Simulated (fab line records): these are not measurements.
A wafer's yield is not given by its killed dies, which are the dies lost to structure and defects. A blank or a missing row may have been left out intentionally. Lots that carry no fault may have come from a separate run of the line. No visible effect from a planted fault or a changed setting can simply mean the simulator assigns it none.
fab line records	flow sky130
record lots=6	wafers=18	last-day=49
route steps=708 shown CAPM@554 METAL3@555
lots that met no fault: taken from a fault-free run of the same line
start-h: the number of hours between the record's first day and the start of the first shown wafer of the lot	wait-h: how many hours have passed since the lot's step before this one	" repeats the value in the row above	L1.1+2: a row that stands for several wafers	- no value, or no start given	* or withheld: withheld	< > ~ a bound
route shown NAME@n: a module of which the file shows steps, and the number in the route of the first	usual: average and standard deviation across the fault-free wafers	same: alike in all rows	chamber/n: place in a boat	sites: per-site readings	_std_site: standard deviation across them	_edge_site: mean of outer sites minus mean of inner sites	radius-mm: how far each site lies from the wafer's centre	mask NAME#n: copy n	behind: the tool/chamber that last shaped the wafer	hold: the reason the lot was held/the length of the hold in hours/how it ended	device: transistor that didn't switch, given as n, p or np	end of line: tests run on the same wafers once the route is complete	a step given without rows: its recipe and nothing more	killed: not the wafer's yield, but the dies lost to structure and defects at the first sort	map: shows each die of a wafer: x if killed, . if not, _ if none is there
set.NAME: setting as actually run; set.NAME@STEP: the setting as run at that earlier step	model.NAME: the simulator's own value behind a step, which no gauge read
a table for each step, a row for each wafer; lots at some steps of the route
services: when a tool's chamber went out of use (start-h, in hours from the record's first day, below 0 if earlier), for how many hours, and the reason
## steps
# step SKY_CAPM_CLEAN_17
# recipe chemistry=O3/DIW	dry=n2-spin
# step SKY_METAL3_DEHYDRATE_05
# recipe temp-c=200	time-s=60
# step SKY_METAL3_HMDS_06
# recipe prime-time-s=60	prime-temp-c=120
# step SKY_METAL3_COAT_07
# recipe resist=BARC	temp-c=withheld	time-s=withheld	spin-rpm=3000	resist-thk-nm=60
# step SKY_METAL3_COAT_08
# recipe resist=KrF-thick	spin-rpm=3000	resist-thk-nm=1140
# step SKY_METAL3_SOFTBAKE_09
# recipe temp-c=100	time-s=90	resist=KrF-thick
# step SKY_METAL3_EXPOSE_10
# recipe mask-id=MM3	na=0.68	source-shape=annular	sigma-inner=0.4	sigma-outer=0.8	target-cd-nm=300	dose-mj=28
# step SKY_METAL3_PEB_11
# recipe peb-temp-c=withheld	peb-time-s=withheld	resist=KrF-thick
# step SKY_METAL3_DEVELOP_12
# recipe develop-time-s=60	resist=KrF-thick	dev-temp-c=21
# step SKY_METAL3_CD_MEAS_13
# recipe target-cd-nm=300
# usual cd-nm=299.8/1.6
lot.wafer	tool	chamber	start-h	wait-h	cd-nm
L425.2	cd-sem-01	-	899.86	-	299.4
L425.3	"	-	"	"	300.3
L425.4	"	-	"	"	299.9
L436.2	cd-sem-02	-	980.61	-	299.9
L436.3	"	-	"	"	300.1
L436.4	"	-	"	"	299.3
L438.1	cd-sem-01	-	992.49	-	297.5
L438.3	"	-	"	"	297.7
L438.4	"	-	"	"	297.5
L439.1	cd-sem-01	-	996.40	-	300.4
L439.2	"	-	"	"	301.1
L439.3	"	-	"	"	299.6
L440.4	cd-sem-01	-	1003.80	-	299.1
L440.5	"	-	"	"	299.0
L440.6	"	-	"	"	300.3
L446.2	cd-sem-01	-	1036.95	-	302.0
L446.5	"	-	"	"	304.2
L446.6	"	-	"	"	302.4
# step SKY_METAL3_OVL_MEAS_14
# usual METAL3_OVL=1/5.4
lot.wafer	tool	chamber	start-h	wait-h	METAL3_OVL[nm]
L425.2	overlay-01	-	899.97	0.1	-2
L425.3	"	-	"	"	-9
L425.4	"	-	"	"	4
L436.2	overlay-01	-	980.72	0.1	-4
L436.3	"	-	"	"	-7
L436.4	"	-	"	"	-5
L438.1	overlay-02	-	992.61	0.1	2
L438.3	"	-	"	"	4
L438.4	"	-	"	"	-3
L439.1	overlay-02	-	996.52	0.1	2
L439.2	"	-	"	"	-7
L439.3	"	-	"	"	0
L440.4	overlay-01	-	1003.88	0.1	4
L440.5	"	-	"	"	0
L440.6	"	-	"	"	6
L446.2	overlay-01	-	1037.05	0.1	6
L446.5	"	-	"	"	5
L446.6	"	-	"	"	3
# step SKY_METAL3_DESCUM_15
# recipe chemistry=O2	source-power-w=150	bias-power-w=0	pressure-mtorr=10	temp-c=40	time-s=8
# usual drypump-motor-current-A=6.0/0.46	oes-product-au=0.999/0.0076
lot.wafer	tool	chamber	start-h	wait-h	drypump-motor-current-A	oes-product-au	rf-hours-counter-h
L425.2	rie-metal-01	0	900.00	0.0	4.9	0.994	8
L425.3	"	1	"	"	5.7	0.992	-
L425.4	"	0	"	"	4.9	0.992	-
L436.2	rie-metal-04	0	980.75	0.0	6.5	1.005	4
L436.3	"	0	"	"	6.5	0.999	-
L436.4	"	1	"	"	6.0	0.994	-
L438.1	rie-metal-04	1	992.65	0.0	6.0	1.001	12
L438.3	"	1	"	"	6.0	0.998	-
L438.4	"	0	"	"	6.5	0.996	-
L439.1	rie-metal-03	0	996.55	0.0	5.7	0.996	12
L439.2	"	1	"	"	6.2	0.977	15
L439.3	"	1	"	"	6.2	0.987	-
L440.4	rie-metal-04	0	1003.91	0.0	6.5	1.009	-
L440.5	"	1	"	"	6.0	1.002	-
L440.6	"	0	"	"	6.5	0.989	-
L446.2	rie-metal-01	1	1037.08	0.0	5.7	1.003	9
L446.5	"	0	"	"	4.9	0.991	-
L446.6	"	1	"	"	5.7	0.995	-
# step SKY_METAL3_ETCH_16
# recipe chemistry=N2/H2	target=BARC	ion-energy-ev=200	bias-w=100	pressure-mtorr=30	n2-flow-sccm=100	h2-flow-sccm=200	icp-w=500	stop-on=SiO2	time-s=88.2	target-depth-a=600
# usual drypump-motor-current-A=6.0/0.46	oes-product-au=0.625/0.0042	run-length-s=116.3/0.4	throttle-valve-pct=13.204/0.0082
lot.wafer	tool	chamber	start-h	wait-h	drypump-motor-current-A	oes-product-au	rf-hours-counter-h	run-length-s	throttle-valve-pct	model.KrF-thick_of_METAL3_COAT_08.thk-nm	model.SiO2_of_CAPM_CVD_00.thk-nm
L425.2	rie-metal-01	0	900.03	0.0	4.9	0.624	8	117.5	13.200	1084	15.18
L425.3	"	1	"	"	5.8	0.617	-	115.7	13.208	1084	15.15
L425.4	"	0	"	"	4.9	0.624	-	117.0	13.214	1080	15.49
L436.2	rie-metal-04	0	980.78	0.0	6.5	0.631	4	116.6	13.214	1083	15.28
L436.3	"	0	"	"	6.5	0.627	-	116.3	13.181	1080	15.01
L436.4	"	1	"	"	6.0	0.622	-	115.8	13.192	1080	15.39
L438.1	rie-metal-04	1	992.68	0.0	6.0	0.596	12	127.4	13.213	1064	14.91
L438.3	"	1	"	"	6.0	0.596	-	127.6	13.202	1067	14.98
L438.4	"	0	"	"	6.5	0.598	-	127.8	13.185	1066	14.93
L439.1	rie-metal-03	0	996.59	0.0	5.8	0.620	12	116.3	13.211	1076	15.41
L439.2	"	1	"	"	6.2	0.634	15	116.0	13.198	1075	15.37
L439.3	"	1	"	"	6.3	0.625	-	115.8	13.207	1083	14.96
L440.4	rie-metal-04	0	1003.96	0.0	6.5	0.597	-	128.1	13.213	1070	15.14
L440.5	"	1	"	"	6.0	0.598	-	127.4	13.204	1066	14.96
L440.6	"	0	"	"	6.5	0.594	-	127.8	13.186	1071	14.94
L446.2	rie-metal-01	1	1037.12	0.0	5.7	0.628	9	116.3	13.203	1078	15.32
L446.5	"	0	"	"	5.0	0.622	-	117.0	13.202	1078	15.64
L446.6	"	1	"	"	5.7	0.624	-	116.0	13.205	1076	15.5
# step SKY_METAL3_ETCH_17
# recipe target=SiO2	stop-on=TiN	chemistry=C4F8/O2/Ar	source-w=1500	bias-w=1200	pressure-mtorr=40	c4f8-flow-sccm=withheld	O2_flow_sccm=6	Ar_flow_sccm=300	time-s=3.9	target-depth-a=150
# usual oes-product-au=0.753/0.0066
lot.wafer	tool	chamber	start-h	wait-h	oes-product-au
L425.2	rie-diel-02	0	900.13	0.1	0.746
L425.3	"	2	"	"	0.740
L425.4	"	1	"	"	0.760
L436.2	rie-diel-01	1	980.88	0.1	0.749
L436.3	"	0	"	"	0.745
L436.4	"	1	"	"	0.758
L438.1	rie-diel-04	3	992.78	0.1	0.743
L438.3	"	0	"	"	0.741
L438.4	"	1	"	"	0.745
L439.1	rie-diel-04	3	996.68	0.1	0.756
L439.2	"	2	"	"	0.754
L439.3	"	1	"	"	0.743
L440.4	rie-diel-01	2	1004.03	0.0	0.741
L440.5	"	1	"	"	0.738
L440.6	"	2	"	"	0.745
L446.2	rie-diel-02	3	1037.21	0.1	0.756
L446.5	"	0	"	"	0.761
L446.6	"	3	"	"	0.747
## services
tool	chamber	start-h	hours	kind
rie-metal-01	0	877.50	3.4	repair
rie-diel-04	2	882.00	5.9	repair
rie-metal-01	-	883.99	6.0	repair
rie-metal-04	0	893.01	4.3	repair
rie-diel-02	1	908.29	15.2	repair
rie-diel-01	-	911.94	0.7	repair
rie-diel-01	2	917.34	16.8	repair
rie-metal-04	-	928.31	0.4	repair
rie-metal-04	1	953.63	8.5	repair
rie-diel-01	3	957.04	31.2	repair
rie-diel-04	3	976.97	8.4	repair
rie-diel-02	3	1002.67	-	clean
rie-diel-02	3	1002.67	26.1	scheduled-down
rie-diel-02	3	1002.67	26.1	vent-cycle
rie-metal-04	-	1006.17	2.8	pm
rie-diel-01	3	1018.43	3.9	repair
## key
first-sign step=SKY_METAL3_ETCH_16	reading=run-length-s	direction=up	sigmas=28	usual=*	struck=*
effect step=SKY_METAL3_ETCH_16	reading=oes-product-au	direction=down	sigmas=6.8	usual=0.625	struck=0.596
model-effect step=SKY_METAL3_ETCH_16	value=KrF-thick_of_METAL3_COAT_08.thk-nm	without=1074	struck=1068
met-at SKY_METAL3_ETCH_16
struck-wafers L438.1,L438.3,L438.4,L440.4,L440.5,L440.6
onset-between 980.78 992.68
fault kind=process-parameter-drift	tool=rie-metal-04	chamber=-	onset-h=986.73	steps=SKY_METAL3_ETCH_16	channel=time-s	offset=*	shape=step	end-h=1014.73	acts-in=*	stated=*
